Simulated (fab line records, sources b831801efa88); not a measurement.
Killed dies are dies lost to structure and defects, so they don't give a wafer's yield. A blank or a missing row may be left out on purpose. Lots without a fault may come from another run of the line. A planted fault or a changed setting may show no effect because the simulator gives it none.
Which tool did it? | flow sky130 | 7 lots, 21 wafers sampled, at 1 step of a route of 708

WHAT THE GAUGES READ, wafer by wafer
SKY_VT_ADJUST_NCORE_TW_MEAS_11.
lot  | measured     | on            | VT_ADJUST_NCORE_TW
L325 | day 9 04:05  | film_metro-02 | 217.5 218.4 218.9
L334 | day 11 20:26 | film_metro-04 | 212.3 214.2 213.2
L336 | day 12 16:39 | film_metro-04 | 212.1 212.9 211.9
L340 | day 13 09:00 | film_metro-04 | 212.3 213.6 213.0
L342 | day 14 05:07 | film_metro-02 | 217.1 216.7 216.5
L344 | day 14 13:18 | film_metro-03 | 220.0 221.0 222.0
L346 | day 15 14:44 | film_metro-02 | 218.1 217.6 218.9

WHICH TOOL RAN EACH LOT (tool, then ch and the chambers of the sampled wafers, then the start)
The record holds no process step before these readings.

THE ANSWER, worked out from the rows above alone
Rule: what is usual is taken from the lots themselves. Put in order of their means at a reading, lots are off if they are a third of the lots or fewer, leave a main group of 4 or more, and stand apart from it by a gap of 3 or more times the standard deviation of the main group's means; of several such gaps the widest counts. A main group whose means are all the same, to the digits that the tables above print for the reading, isn't used. A lot without any number at a reading at which 4 lots or more have one is off too. The other lots that the step has rows for count as sound.
No lot is off at any reading shown: from this, nothing can be told.

WHAT THE SIMULATOR HAD PUT IN
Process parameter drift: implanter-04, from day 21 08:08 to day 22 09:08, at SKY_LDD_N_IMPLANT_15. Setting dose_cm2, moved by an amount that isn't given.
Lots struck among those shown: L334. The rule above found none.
